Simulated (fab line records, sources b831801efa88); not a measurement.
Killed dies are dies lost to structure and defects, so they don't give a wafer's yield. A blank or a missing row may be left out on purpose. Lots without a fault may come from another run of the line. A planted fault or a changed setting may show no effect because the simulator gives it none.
fab line records | flow gf180mcu
record lots=5 wafers=15 last_day=33
route steps=602 shown VT_IMPLANT@115 MVSD@136 NWELL@137 LVPWELL@138 MVPSD@139 DUAL_GATE@141 POLY_GATE@157
lots that met no fault: from a run of the same line without faults
start_h: hours from the record's first day to the start of the lot's first wafer shown | wait_h: hours since the lot's step before | " the same as in the row above | L1.1+2: a row that stands for several wafers | - no value, or no start given | * or withheld: withheld | < > ~ a bound
route shown NAME@n: a module of which the file shows steps, and the number in the route of the first | usual: mean/standard deviation of fault-free wafers | same: alike in all rows | chamber/n: place in a boat | sites: the reading at each site | _std_site: their standard deviation | _edge_site: outer sites' mean less inner sites' | radius_mm: how far each site lies from the wafer's centre | mask NAME#n: copy n | behind: the tool/chamber that last shaped the wafer | hold: why the lot was held/for how many hours/how that ended | device: the transistor (n, p or np) that didn't switch | end of line: the same wafers' tests at the end of the route | a step without rows: its recipe alone | killed: dies lost to structure and defects at the first sort, not the wafer's yield | map: a wafer's dies, x killed, . not, _ none there
set.NAME: the setting as run; set.NAME@STEP: as run at that earlier step | model.NAME: the simulator's own value behind a step, which no gauge read
lots at some steps of the route; a table a step, a row a wafer
services: from which hour (start_h, from the record's first day; less than 0 if before it) a tool's chamber was out of use, for how many hours, and why
## steps
# step GF_VT_IMPLANT_SOFTBAKE_25
# recipe temp_c=90 time_s=60 resist=NOVOLAK
# columns lot.wafer tool chamber start_h wait_h
L082.3+4+6 litho_track-01 0 184.80 0.1
L087.1+3+5 litho_track-02 0 215.63 0.1
L089.1+5+6 litho_track-04 0 233.91 0.1
L091.1+2+4 litho_track-04 0 245.61 0.1
L092.2+5+6 litho_track-04 0 251.03 0.1
# step GF_VT_IMPLANT_EXPOSE_26
# recipe mask_id=LVPWELL_HV_AREA target_cd_nm=860 na=0.6 source_shape=conventional sigma_outer=0.6 dose_mj=140
# columns lot.wafer tool chamber start_h wait_h mask
L082.3+4+6 iline_stepper-01 0 - - LVPWELL_HV_AREA#0
L087.1+3+5 iline_stepper-02 0 - - LVPWELL_HV_AREA#0
L089.1+5+6 iline_stepper-02 0 - - LVPWELL_HV_AREA#0
L091.1+2+4 iline_stepper-01 0 - - LVPWELL_HV_AREA#0
L092.2+5+6 iline_stepper-01 0 - - LVPWELL_HV_AREA#0
# step GF_VT_IMPLANT_PEB_27
# recipe temp_c=withheld time_s=* resist=NOVOLAK
# columns lot.wafer tool chamber start_h wait_h
L082.3+4+6 litho_track-04 0 - -
L087.1+3+5 litho_track-04 0 - -
L089.1+5+6 litho_track-02 0 - -
L091.1+2+4 litho_track-01 0 - -
L092.2+5+6 litho_track-01 0 - -
# step GF_VT_IMPLANT_DEVELOP_28
# recipe develop_time_s=60 dev_temp_c=23
# columns lot.wafer tool chamber start_h wait_h
L082.3+4+6 litho_track-04 0 193.31 0.1
L087.1+3+5 litho_track-04 0 224.86 0.1
L089.1+5+6 litho_track-02 0 243.33 0.1
L091.1+2+4 litho_track-01 0 254.95 0.1
L092.2+5+6 litho_track-01 0 260.28 0.1
# step GF_VT_IMPLANT_OVL_MEAS_29
# usual VT_IMPLANT_02_OVL=-0.7/1.3
# columns lot.wafer tool chamber start_h wait_h VT_IMPLANT_02_OVL[nm]
L082.3 overlay-02 - 193.42 0.1 -0.5
L082.4 " - " " 0.1
L082.6 " - " " 0.7
L087.1 overlay-01 - 225.01 0.1 0.5
L087.3 " - " " 0.4
L087.5 " - " " -0.4
L089.1 overlay-02 - 243.48 0.1 -3.7
L089.5 " - " " -2.6
L089.6 " - " " -3.9
L091.1 overlay-01 - 255.10 0.1 -0.4
L091.2 " - " " -2.4
L091.4 " - " " -1.4
L092.2 overlay-02 - 260.41 0.1 -2.7
L092.5 " - " " -3.0
L092.6 " - " " -2.6
# step GF_VT_IMPLANT_IMPLANT_30
# recipe species=B energy_kev=25 dose_cm2=2.534e+12 tilt_deg=7
# usual faraday_current_uA=14.34/0.28
# same implant_ion_amu=11
# columns lot.wafer tool chamber start_h wait_h faraday_current_uA
L082.3 implanter-01 0 193.49 0.1 14.10
L082.4 " 0 " " 14.31
L082.6 " 0 " " 14.72
L087.1 implanter-02 0 225.04 0.0 13.88
L087.3 " 0 " " 13.94
L087.5 " 0 " " 14.63
L089.1 implanter-02 0 243.52 0.0 14.20
L089.5 " 0 " " 14.54
L089.6 " 0 " " 14.52
L091.1 implanter-03 0 255.14 0.0 14.50
L091.2 " 0 " " 14.56
L091.4 " 0 " " 14.04
L092.2 implanter-03 0 260.46 0.0 13.75
L092.5 " 0 " " 14.56
L092.6 " 0 " " 14.62
# step GF_VT_IMPLANT_STRIP_31
# recipe chemistry=O2/N2 power_w=1400 pressure_mtorr=1500 platen_temp_c=250 o2_flow_sccm=3000 n2_flow_sccm=300 overash_fraction=0.5
# usual drypump_motor_current_A=5.61/0.17 heater_power_w=336/30 oes_product_au=0.716/0.0043 strip_time_to_endpoint_s=12.63/0.036
# columns lot.wafer tool chamber start_h wait_h drypump_motor_current_A heater_power_w oes_product_au rf_hours_counter_h strip_time_to_endpoint_s
L082.3 plasma_asher-04 1 193.63 0.1 5.81 278 0.707 - 12.67
L082.4 " 0 " " 5.23 316 0.717 - 12.63
L082.6 " 1 " " 5.82 278 0.715 - 12.63
L087.1 plasma_asher-04 0 225.19 0.1 5.22 327 0.714 62 12.66
L087.3 " 1 " " 5.83 274 0.717 - 12.67
L087.5 " 0 " " 5.22 321 0.717 - 12.67
L089.1 plasma_asher-03 1 243.67 0.1 5.54 342 0.721 13 12.65
L089.5 " 0 " " 5.79 316 0.716 - 12.63
L089.6 " 1 " " 5.54 336 0.720 - 12.61
L091.1 plasma_asher-02 0 255.29 0.1 5.69 323 0.716 48 12.62
L091.2 " 1 " " 5.45 389 0.714 48 12.66
L091.4 " 1 " " 5.46 382 0.720 - 12.66
L092.2 plasma_asher-02 1 260.59 0.1 5.45 392 0.717 49 12.70
L092.5 " 0 " " 5.70 313 0.720 - 12.67
L092.6 " 1 " " 5.45 382 0.717 - 12.68
# step GF_VT_IMPLANT_TW_MEAS_32
# usual VT_IMPLANT_3_TW=269/3.3
# columns lot.wafer tool chamber start_h wait_h VT_IMPLANT_3_TW
L082.3 film_metro-01 - 193.71 0.1 268
L082.4 " - " " 268
L082.6 " - " " 268
L087.1 film_metro-02 - 225.29 0.1 274
L087.3 " - " " 274
L087.5 " - " " 273
L089.1 film_metro-01 - 243.77 0.1 270
L089.5 " - " " 269
L089.6 " - " " 268
L091.1 film_metro-01 - 255.39 0.1 269
L091.2 " - " " 268
L091.4 " - " " 268
L092.2 film_metro-01 - 260.70 0.1 268
L092.5 " - " " 268
L092.6 " - " " 267
# step GF_VT_IMPLANT_DEHYDRATE_33
# recipe temp_c=200 time_s=60
# columns lot.wafer tool chamber start_h wait_h
L082.3+4+6 litho_track-04 0 201.96 8.2
L087.1+3+5 litho_track-01 0 233.90 8.6
L089.1+5+6 litho_track-01 0 252.65 8.9
L091.1+2+4 litho_track-04 0 264.86 9.5
L092.2+5+6 litho_track-01 0 269.58 8.9
# step GF_VT_IMPLANT_HMDS_34
# recipe prime_time_s=60 prime_temp_c=120
# columns lot.wafer tool chamber start_h wait_h
L082.3+4+6 litho_track-04 0 202.11 0.1
L087.1+3+5 litho_track-01 0 234.05 0.1
L089.1+5+6 litho_track-01 0 252.80 0.1
L091.1+2+4 litho_track-04 0 265.01 0.1
L092.2+5+6 litho_track-01 0 269.73 0.1
# step GF_VT_IMPLANT_COAT_35
# recipe resist=NOVOLAK spin_rpm=3000 resist_thk_nm=1000
# columns lot.wafer tool chamber start_h wait_h
L082.3+4+6 litho_track-04 0 202.26 0.1
L087.1+3+5 litho_track-01 0 234.20 0.1
L089.1+5+6 litho_track-01 0 252.95 0.1
L091.1+2+4 litho_track-04 0 265.16 0.1
L092.2+5+6 litho_track-01 0 269.88 0.1
# step GF_VT_IMPLANT_SOFTBAKE_36
# recipe temp_c=90 time_s=60 resist=NOVOLAK
# columns lot.wafer tool chamber start_h wait_h
L082.3+4+6 litho_track-04 0 202.41 0.1
L087.1+3+5 litho_track-01 0 234.35 0.1
L089.1+5+6 litho_track-01 0 253.10 0.1
L091.1+2+4 litho_track-04 0 265.31 0.1
L092.2+5+6 litho_track-01 0 270.03 0.1
# step GF_VT_IMPLANT_EXPOSE_37
# recipe mask_id=Nwell_HV_AREA target_cd_nm=860 na=0.6 source_shape=conventional sigma_outer=0.6 dose_mj=140
# columns lot.wafer tool chamber start_h wait_h mask
L082.3+4+6 iline_stepper-02 0 - - Nwell_HV_AREA#0
L087.1+3+5 iline_stepper-02 0 - - Nwell_HV_AREA#0
L089.1+5+6 iline_stepper-02 0 - - Nwell_HV_AREA#0
L091.1+2+4 iline_stepper-02 0 - - Nwell_HV_AREA#0
L092.2+5+6 iline_stepper-01 0 - - Nwell_HV_AREA#0
# step GF_VT_IMPLANT_PEB_38
# recipe temp_c=withheld time_s=* resist=NOVOLAK
# columns lot.wafer tool chamber start_h wait_h
L082.3+4+6 litho_track-01 0 - -
L087.1+3+5 litho_track-01 0 - -
L089.1+5+6 litho_track-01 0 - -
L091.1+2+4 litho_track-02 0 - -
L092.2+5+6 litho_track-01 0 - -
# step GF_VT_IMPLANT_DEVELOP_39
# recipe develop_time_s=60 dev_temp_c=23
# columns lot.wafer tool chamber start_h wait_h
L082.3+4+6 litho_track-01 0 211.00 0.1
L087.1+3+5 litho_track-01 0 243.45 0.1
L089.1+5+6 litho_track-01 0 262.25 0.1
L091.1+2+4 litho_track-02 0 274.93 0.1
L092.2+5+6 litho_track-01 0 279.98 0.1
# step GF_VT_IMPLANT_OVL_MEAS_40
# usual VT_IMPLANT_03_OVL=0.4/1.3
# columns lot.wafer tool chamber start_h wait_h VT_IMPLANT_03_OVL[nm]
L082.3 overlay-01 - 211.11 0.1 -0.3
L082.4 " - " " 0.7
L082.6 " - " " -0.7
L087.1 overlay-01 - 243.60 0.1 1.1
L087.3 " - " " 1.5
L087.5 " - " " 3.1
L089.1 overlay-01 - 262.40 0.1 0.7
L089.5 " - " " -0.4
L089.6 " - " " -0.1
L091.1 overlay-02 - 275.08 0.1 1.6
L091.2 " - " " 0.7
L091.4 " - " " 1.5
L092.2 overlay-01 - 280.11 0.1 0.3
L092.5 " - " " -0.4
L092.6 " - " " -0.2
# step GF_VT_IMPLANT_IMPLANT_41
# recipe species=As energy_kev=70 dose_cm2=1.013e+12 tilt_deg=7
# usual faraday_current_uA=5.72/0.12
# same implant_ion_amu=75
# columns lot.wafer tool chamber start_h wait_h faraday_current_uA
L082.3 implanter-03 0 211.19 0.1 5.97
L082.4 " 0 " " 5.49
L082.6 " 0 " " 5.73
L087.1 implanter-01 0 243.64 0.0 5.50
L087.3 " 0 " " 5.94
L087.5 " 0 " " 5.61
L089.1 implanter-02 0 262.44 0.0 5.69
L089.5 " 0 " " 5.81
L089.6 " 0 " " 5.88
L091.1 implanter-02 0 275.12 0.0 5.79
L091.2 " 0 " " 5.75
L091.4 " 0 " " 5.89
L092.2 implanter-01 0 280.16 0.0 5.64
L092.5 " 0 " " 5.57
L092.6 " 0 " " 5.73
# step GF_VT_IMPLANT_STRIP_42
# recipe chemistry=O2/N2 power_w=1400 pressure_mtorr=1500 platen_temp_c=250 o2_flow_sccm=3000 n2_flow_sccm=300 overash_fraction=0.5
# usual drypump_motor_current_A=5.58/0.21 heater_power_w=331/35 oes_product_au=0.715/0.0046 strip_time_to_endpoint_s=12.62/0.036
# columns lot.wafer tool chamber start_h wait_h drypump_motor_current_A heater_power_w oes_product_au rf_hours_counter_h strip_time_to_endpoint_s
L082.3 plasma_asher-02 1 211.32 0.1 5.44 384 0.714 - 12.61
L082.4 " 0 " " 5.71 323 0.715 - 12.59
L082.6 " 1 " " 5.44 384 0.714 - 12.64
L087.1 plasma_asher-02 0 243.79 0.1 5.72 314 0.716 47 12.61
L087.3 " 1 " " 5.45 385 0.722 - 12.59
L087.5 " 1 " " 5.45 388 0.712 - 12.62
L089.1 plasma_asher-04 1 262.59 0.1 5.82 286 0.718 65 12.63
L089.5 " 1 " " 5.82 284 0.711 - 12.59
L089.6 " 0 " " 5.22 319 0.716 - 12.61
L091.1 plasma_asher-04 1 275.27 0.1 5.86 278 0.717 67 12.60
L091.2 " 0 " " 5.23 318 0.724 67 12.66
L091.4 " 0 " " 5.21 324 0.716 - 12.65
L092.2 plasma_asher-02 0 280.29 0.1 5.71 320 0.714 51 12.66
L092.5 " 0 " " 5.71 326 0.717 - 12.66
L092.6 " 1 " " 5.44 385 0.719 - 12.60
# step GF_VT_IMPLANT_TW_MEAS_43
# usual VT_IMPLANT_4_TW=690/8.8
# columns lot.wafer tool chamber start_h wait_h VT_IMPLANT_4_TW
L082.3 film_metro-02 - 211.41 0.1 700
L082.4 " - " " 700
L082.6 " - " " 701
L087.1 film_metro-01 - 243.89 0.1 695
L087.3 " - " " 689
L087.5 " - " " 689
L089.1 film_metro-01 - 262.69 0.1 688
L089.5 " - " " 691
L089.6 " - " " 691
L091.1 film_metro-02 - 275.37 0.1 702
L091.2 " - " " 700
L091.4 " - " " 701
L092.2 film_metro-01 - 280.40 0.1 689
L092.5 " - " " 691
L092.6 " - " " 686
# step GF_VT_IMPLANT_CLEAN_44
# recipe chemistry=SC1/SC2 mix=1:4:20 temp_c=70 time_s=150 dry=n2_spin
# usual bath_guard_temp_C=69.8/0.42
# columns lot.wafer tool chamber start_h wait_h bath_guard_temp_C
L082.3 wet_bench-03 0 211.45 0.0 70.1
L082.4 " 0 " " 70.5
L082.6 " 0 " " 70.4
L087.1 wet_bench-03 1 243.95 0.1 69.7
L087.3 " 1 " " 69.8
L087.5 " 1 " " 69.7
L089.1 wet_bench-01 2 262.75 0.1 69.9
L089.5 " 2 " " 69.9
L089.6 " 2 " " 69.5
L091.1 wet_bench-04 1 275.43 0.1 69.7
L091.2 " 1 " " 70.2
L091.4 " 1 " " 70.2
L092.2 wet_bench-01 1 280.45 0.0 70.2
L092.5 " 1 " " 70.0
L092.6 " 1 " " 70.1
# step GF_VT_IMPLANT_RTA_45
# recipe temp_c=1050 time_s=30 ambient=N2
# usual chamber_o2_ppm=2.002/0.02 lamp_power_pct=34.8/2.6 wafer_temp_C_max=1054.2/1
# columns lot.wafer tool chamber start_h wait_h chamber_o2_ppm lamp_power_pct wafer_temp_C_max
L082.3 rtp_anneal-01 0 211.54 0.0 2.005 31.7 1055.5
L082.4 " 0 " " 1.999 31.7 1055.2
L082.6 " 0 " " 1.981 31.7 1055.8
L087.1 rtp_anneal-01 0 244.00 0.0 2.023 31.6 1055.9
L087.3 " 0 " " 2.021 31.7 1054.4
L087.5 " 0 " " 2.016 31.7 1054.2
L089.1 rtp_anneal-01 0 262.80 0.0 2.012 31.7 1053.8
L089.5 " 0 " " 1.985 31.7 1054.1
L089.6 " 0 " " 1.952 31.7 1054.5
L091.1 rtp_anneal-02 0 275.48 0.0 2.008 37.0 1053.7
L091.2 " 0 " " 2.007 36.8 1053.3
L091.4 " 0 " " 1.984 36.9 1053.3
L092.2 rtp_anneal-02 0 280.51 0.0 2.016 37.0 1053.8
L092.5 " 0 " " 1.985 36.9 1053.5
L092.6 " 0 " " 2.021 36.9 1053.8
# step GF_VT_IMPLANT_RS_MEAS_46
# recipe thk_meas_gauge=four-point-probe
# usual MVSD_RS=456.6/1
# columns lot.wafer tool chamber start_h wait_h MVSD_RS[ohm/sq]
L082.3 film_metro-04 - 211.65 0.1 455.4
L082.4 " - " " 454.6
L082.6 " - " " 455.1
L087.1 film_metro-04 - 244.10 0.1 455.5
L087.3 " - " " 455.4
L087.5 " - " " 456.1
L089.1 film_metro-04 - 262.90 0.1 458.5
L089.5 " - " " 457.3
L089.6 " - " " 457.7
L091.1 film_metro-04 - 275.58 0.1 457.4
L091.2 " - " " 456.4
L091.4 " - " " 456.7
L092.2 film_metro-03 - 280.62 0.1 457.6
L092.5 " - " " 457.6
L092.6 " - " " 458.8
# step GF_VT_IMPLANT_RS_MEAS_47
# recipe thk_meas_gauge=four-point-probe
# usual NWELL_RS=488.2/1.3
# columns lot.wafer tool chamber start_h wait_h NWELL_RS[ohm/sq]
L082.3 film_metro-04 - 211.77 0.1 488.5
L082.4 " - " " 489.8
L082.6 " - " " 488.6
L087.1 film_metro-04 - 244.22 0.1 488.3
L087.3 " - " " 488.7
L087.5 " - " " 488.5
L089.1 film_metro-04 - 263.02 0.1 488.5
L089.5 " - " " 489.0
L089.6 " - " " 488.3
L091.1 film_metro-04 - 275.70 0.1 486.4
L091.2 " - " " 488.0
L091.4 " - " " 488.6
L092.2 film_metro-03 - 280.74 0.1 488.2
L092.5 " - " " 487.1
L092.6 " - " " 485.6
# step GF_VT_IMPLANT_RS_MEAS_48
# recipe thk_meas_gauge=four-point-probe
# usual LVPWELL_RS=1196.9/2.6
# columns lot.wafer tool chamber start_h wait_h LVPWELL_RS[ohm/sq]
L082.3 film_metro-04 - 211.89 0.1 1198.7
L082.4 " - " " 1195.1
L082.6 " - " " 1196.5
L087.1 film_metro-04 - 244.34 0.1 1195.0
L087.3 " - " " 1196.2
L087.5 " - " " 1197.6
L089.1 film_metro-04 - 263.14 0.1 1200.2
L089.5 " - " " 1197.1
L089.6 " - " " 1197.7
L091.1 film_metro-04 - 275.82 0.1 1197.7
L091.2 " - " " 1198.3
L091.4 " - " " 1200.0
L092.2 film_metro-03 - 280.86 0.1 1191.8
L092.5 " - " " 1191.0
L092.6 " - " " 1195.6
# step GF_VT_IMPLANT_RS_MEAS_49
# recipe thk_meas_gauge=four-point-probe
# usual MVPSD_RS=1169/3.2
# columns lot.wafer tool chamber start_h wait_h MVPSD_RS[ohm/sq]
L082.3 film_metro-04 - 212.01 0.1 1171
L082.4 " - " " 1169
L082.6 " - " " 1166
L087.1 film_metro-04 - 244.46 0.1 1169
L087.3 " - " " 1170
L087.5 " - " " 1168
L089.1 film_metro-04 - 263.26 0.1 1169
L089.5 " - " " 1168
L089.6 " - " " 1171
L091.1 film_metro-04 - 275.94 0.1 1162
L091.2 " - " " 1168
L091.4 " - " " 1167
L092.2 film_metro-03 - 280.98 0.1 1168
L092.5 " - " " 1174
L092.6 " - " " 1168
# step GF_VT_IMPLANT_WET_ETCH_50
# recipe chemistry=dHF target_depth_nm=20 target=SiO2 temp_c=25 dilution=100:1 time_s=400
# columns lot.wafer tool chamber start_h wait_h
L082.3+4+6 wet_bench-01 0 212.09 0.1
L087.1+3+5 wet_bench-03 0 244.58 0.1
L089.1+5+6 wet_bench-03 3 263.38 0.1
L091.1+2+4 wet_bench-03 0 276.06 0.1
L092.2+5+6 wet_bench-03 0 281.08 0.1
# step GF_DUAL_GATE_CLEAN_00
# recipe chemistry=SC1/SC2 mix=1:4:20 temp_c=70 time_s=150
# usual bath_guard_temp_C=69.8/0.49
# columns lot.wafer tool chamber start_h wait_h bath_guard_temp_C
L082.3 wet_bench-04 2 212.21 0.0 69.5
L082.4 " 2 " " 69.6
L082.6 " 2 " " 69.5
L087.1 wet_bench-01 0 244.71 0.0 69.6
L087.3 " 0 " " 70.2
L087.5 " 0 " " 69.7
L089.1 wet_bench-04 1 263.50 0.0 70.0
L089.5 " 1 " " 69.9
L089.6 " 1 " " 69.8
L091.1 wet_bench-01 1 276.18 0.0 70.0
L091.2 " 1 " " 69.8
L091.4 " 1 " " 70.0
L092.2 wet_bench-04 3 281.21 0.0 68.5
L092.5 " 3 " " 69.0
L092.6 " 3 " " 68.8
# step GF_DUAL_GATE_CLEAN_01
# recipe chemistry=dHF time_s=20 dilution=100:1 dry=ipa_marangoni
# columns lot.wafer tool chamber start_h wait_h
L082.3+4+6 wet_bench-03 2 212.26 0.0
L087.1+3+5 wet_bench-03 3 244.76 0.0
L089.1+5+6 wet_bench-03 2 263.55 0.0
L091.1+2+4 wet_bench-03 1 276.23 0.0
L092.2+5+6 wet_bench-01 2 281.28 0.0
# step GF_DUAL_GATE_OXIDATION_02
# recipe temp_c=900 ambient=O2 stabilise_s=600 purge_s=300 target_thk_a=108.87 ox_time_s=1602
# usual ox_temp_c=900.0/0.39 ox_temp_c_max=903.6/0.65
# columns lot.wafer tool chamber start_h wait_h ox_temp_c ox_temp_c_max
L082.3 furnace-01 0 213.06 0.8 899.8 903.2
L082.4 " 0 " " 900.0 904.0
L082.6 " 0 " " 899.7 903.5
L087.1 furnace-01 0 244.78 0.0 900.1 903.9
L087.3 " 0 " " 900.3 904.4
L087.5 " 0 " " 900.8 905.3
L089.1 furnace-01 0 263.56 0.0 900.5 904.1
L089.5 " 0 " " 899.9 903.7
L089.6 " 0 " " 900.2 903.5
L091.1 furnace-02 0 277.16 0.9 900.1 903.8
L091.2 " 0 " " 900.1 904.2
L091.4 " 0 " " 899.8 903.6
L092.2 furnace-02 0 281.29 0.0 900.1 903.8
L092.5 " 0 " " 900.3 904.1
L092.6 " 0 " " 899.8 903.4
# step GF_DUAL_GATE_THK_MEAS_03
# recipe reads=SiO2_of_DUAL_GATE_OXIDATION_02
# usual DUAL_GATE_OXIDATION_00_THK=10.93/0.22
# columns lot.wafer tool chamber start_h wait_h DUAL_GATE_OXIDATION_00_THK[nm]
L082.3 film_metro-01 - 214.53 0.0 10.99
L082.4 " - " " 10.84
L082.6 " - " " 10.97
L087.1 film_metro-01 - 246.22 0.0 11.19
L087.3 " - " " 11.25
L087.5 " - " " 11.35
L089.1 film_metro-02 - 265.00 0.0 10.92
L089.5 " - " " 11.04
L089.6 " - " " 11.19
L091.1 film_metro-03 - 278.61 0.0 10.87
L091.2 " - " " 10.92
L091.4 " - " " 10.77
L092.2 film_metro-02 - 282.74 0.0 10.51
L092.5 " - " " 10.47
L092.6 " - " " 10.56
# step GF_DUAL_GATE_DEHYDRATE_04
# recipe temp_c=200 time_s=60
# columns lot.wafer tool chamber start_h wait_h
L082.3+4+6 litho_track-01 0 223.15 8.6
L087.1+3+5 litho_track-01 0 255.10 8.9
L089.1+5+6 litho_track-01 0 274.50 9.5
L091.1+2+4 litho_track-01 0 287.50 8.9
L092.2+5+6 litho_track-01 0 291.52 8.8
# step GF_DUAL_GATE_HMDS_05
# recipe prime_time_s=60 prime_temp_c=120
# columns lot.wafer tool chamber start_h wait_h
L082.3+4+6 litho_track-01 0 223.30 0.1
L087.1+3+5 litho_track-01 0 255.25 0.1
L089.1+5+6 litho_track-01 0 274.65 0.1
L091.1+2+4 litho_track-01 0 287.65 0.1
L092.2+5+6 litho_track-01 0 291.67 0.1
# step GF_DUAL_GATE_COAT_06
# recipe resist=NOVOLAK spin_rpm=3000 resist_thk_nm=1000
# columns lot.wafer tool chamber start_h wait_h
L082.3+4+6 litho_track-01 0 223.45 0.1
L087.1+3+5 litho_track-01 0 255.40 0.1
L089.1+5+6 litho_track-01 0 274.80 0.1
L091.1+2+4 litho_track-01 0 287.80 0.1
L092.2+5+6 litho_track-01 0 291.82 0.1
# step GF_DUAL_GATE_SOFTBAKE_07
# recipe temp_c=90 time_s=60 resist=NOVOLAK
# columns lot.wafer tool chamber start_h wait_h
L082.3+4+6 litho_track-01 0 223.60 0.1
L087.1+3+5 litho_track-01 0 255.55 0.1
L089.1+5+6 litho_track-01 0 274.95 0.1
L091.1+2+4 litho_track-01 0 287.95 0.1
L092.2+5+6 litho_track-01 0 291.97 0.1
# step GF_DUAL_GATE_EXPOSE_08
# recipe mask_id=Dualgate target_cd_nm=700 na=0.6 source_shape=conventional sigma_outer=0.6 dose_mj=140
# columns lot.wafer tool chamber start_h wait_h mask
L082.3+4+6 iline_stepper-01 0 - - Dualgate#0
L087.1+3+5 iline_stepper-01 0 - - Dualgate#0
L089.1+5+6 iline_stepper-01 0 - - Dualgate#0
L091.1+2+4 iline_stepper-01 0 - - Dualgate#0
L092.2+5+6 iline_stepper-01 0 - - Dualgate#0
# step GF_DUAL_GATE_PEB_09
# recipe temp_c=withheld time_s=* resist=NOVOLAK
# columns lot.wafer tool chamber start_h wait_h
L082.3+4+6 litho_track-03 0 - -
L087.1+3+5 litho_track-03 0 - -
L089.1+5+6 litho_track-04 0 - -
L091.1+2+4 litho_track-04 0 - -
L092.2+5+6 litho_track-03 0 - -
# step GF_DUAL_GATE_DEVELOP_10
# recipe develop_time_s=60 dev_temp_c=23
# columns lot.wafer tool chamber start_h wait_h
L082.3+4+6 litho_track-03 0 231.99 0.1
L087.1+3+5 litho_track-03 0 265.19 0.1
L089.1+5+6 litho_track-04 0 284.66 0.1
L091.1+2+4 litho_track-04 0 297.71 0.1
L092.2+5+6 litho_track-03 0 301.81 0.1
# step GF_DUAL_GATE_OVL_MEAS_11
# usual DUAL_GATE_OVL=-1.0/1.4
# columns lot.wafer tool chamber start_h wait_h DUAL_GATE_OVL[nm]
L082.3 overlay-02 - 232.10 0.1 0.8
L082.4 " - " " 0.7
L082.6 " - " " 1.1
L087.1 overlay-02 - 265.34 0.1 -2.4
L087.3 " - " " -0.7
L087.5 " - " " -1.8
L089.1 overlay-02 - 284.81 0.1 -1.0
L089.5 " - " " 0.4
L089.6 " - " " 0.5
L091.1 overlay-01 - 297.86 0.1 -1.1
L091.2 " - " " 0.3
L091.4 " - " " 0.6
L092.2 overlay-01 - 301.94 0.1 -1.8
L092.5 " - " " -1.3
L092.6 " - " " -1.2
# step GF_DUAL_GATE_WET_ETCH_12
# recipe chemistry=dHF target_depth_nm=13 dry=n2_spin target=SiO2 temp_c=25 dilution=100:1 time_s=260
# columns lot.wafer tool chamber start_h wait_h
L082.3+4+6 wet_bench-01 3 232.12 0.0
L087.1+3+5 wet_bench-03 0 265.37 0.0
L089.1+5+6 wet_bench-04 1 284.84 0.0
L091.1+2+4 wet_bench-01 0 297.89 0.0
L092.2+5+6 wet_bench-04 2 301.97 0.0
# step GF_DUAL_GATE_STRIP_13
# recipe chemistry=O2/N2 power_w=1400 pressure_mtorr=1500 platen_temp_c=250 o2_flow_sccm=3000 n2_flow_sccm=300 overash_fraction=0.5
# usual drypump_motor_current_A=5.8/0.33 heater_power_w=342/30 oes_product_au=0.716/0.0044 strip_time_to_endpoint_s=12.62/0.033
# columns lot.wafer tool chamber start_h wait_h drypump_motor_current_A heater_power_w oes_product_au rf_hours_counter_h strip_time_to_endpoint_s
L082.3 plasma_asher-02 0 232.25 0.0 5.7 326 0.715 - 12.50
L082.4 " 1 " " 5.4 387 0.713 - 12.60
L082.6 " 1 " " 5.5 375 0.722 - 12.58
L087.1 plasma_asher-01 0 265.45 0.0 6.5 381 0.719 62 12.60
L087.3 " 0 " " 6.5 379 0.713 - 12.66
L087.5 " 1 " " 5.9 307 0.717 - 12.67
L089.1 plasma_asher-02 1 284.92 0.0 5.4 393 0.709 52 12.63
L089.5 " 1 " " 5.4 380 0.723 - 12.65
L089.6 " 0 " " 5.7 322 0.726 - 12.61
L091.1 plasma_asher-03 0 297.97 0.0 5.8 327 0.719 17 12.62
L091.2 " 1 " " 5.6 345 0.714 17 12.55
L091.4 " 1 " " 5.6 330 0.710 - 12.65
L092.2 plasma_asher-02 0 302.06 0.0 5.7 321 0.714 54 12.59
L092.5 " 0 " " 5.7 323 0.716 - 12.58
L092.6 " 1 " " 5.5 386 0.716 - 12.56
# step GF_DUAL_GATE_CLEAN_14
# recipe chemistry=SC1/SC2 mix=1:4:20 temp_c=70 time_s=150 dry=n2_spin
# usual bath_guard_temp_C=69.7/0.42
# columns lot.wafer tool chamber start_h wait_h bath_guard_temp_C
L082.3 wet_bench-03 1 232.31 0.0 69.4
L082.4 " 1 " " 70.1
L082.6 " 1 " " 69.3
L087.1 wet_bench-01 0 265.55 0.1 69.9
L087.3 " 0 " " 70.1
L087.5 " 0 " " 70.3
L089.1 wet_bench-03 0 285.02 0.1 70.4
L089.5 " 0 " " 70.4
L089.6 " 0 " " 70.3
L091.1 wet_bench-04 0 298.07 0.1 69.8
L091.2 " 0 " " 69.6
L091.4 " 0 " " 69.8
L092.2 wet_bench-04 2 302.16 0.1 69.2
L092.5 " 2 " " 69.4
L092.6 " 2 " " 69.6
# step GF_DUAL_GATE_OXIDATION_15
# recipe temp_c=850 ambient=O2 stabilise_s=600 purge_s=300 target_thk_a=70.98 ox_time_s=1995
# usual ox_temp_c=850.1/0.36 ox_temp_c_max=853.5/0.62
# columns lot.wafer tool chamber start_h wait_h ox_temp_c ox_temp_c_max
L082.3 furnace-02 0 233.22 0.9 850.2 854.0
L082.4 " 0 " " 849.6 852.9
L082.6 " 0 " " 850.6 854.6
L087.1 furnace-02 0 266.24 0.6 850.0 852.6
L087.3 " 0 " " 850.5 855.1
L087.5 " 0 " " 850.3 853.9
L089.1 furnace-01 0 285.07 0.0 850.3 853.7
L089.5 " 0 " " 850.2 853.7
L089.6 " 0 " " 850.4 854.0
L091.1 furnace-01 0 298.13 0.0 850.4 853.9
L091.2 " 0 " " 850.2 853.7
L091.4 " 0 " " 850.1 853.7
L092.2 furnace-02 0 302.72 0.5 850.0 853.2
L092.5 " 0 " " 850.5 853.3
L092.6 " 0 " " 849.8 854.1
# step GF_POLY_GATE_CVD_00
# recipe material=poly-Si target_thk_nm=200 temp_c=620 time_s=1200 pressure_mtorr=200
# columns lot.wafer tool chamber start_h wait_h
L082.3+4+6 lpcvd-01 0 234.78 0.0
L087.1+3+5 lpcvd-02 0 267.80 0.0
L089.1+5+6 lpcvd-01 1 286.63 0.0
L091.1+2+4 lpcvd-01 1 299.68 0.0
L092.2+5+6 lpcvd-02 0 304.27 0.0
## services
# columns tool chamber start_h hours kind
plasma_asher-04 - 166.33 2.8 pm
lpcvd-02 - 177.97 2.1 repair
implanter-03 - 183.75 2.6 repair
furnace-02 - 188.12 4.1 pm
implanter-03 - 200.05 3.0 repair
furnace-02 - 200.29 3.6 pm
furnace-02 - 223.17 3.7 pm
implanter-03 - 229.52 18.9 repair
rtp_anneal-01 - 237.14 2.2 pm
iline_stepper-02 - 238.37 3.2 repair
lpcvd-02 - 263.54 1.8 repair
iline_stepper-01 - 272.94 1.7 pm
plasma_asher-03 - 280.49 16.2 pm
iline_stepper-01 - 299.38 2.1 pm
iline_stepper-01 - 301.46 - consumable_replace:lamp
## key
fault none
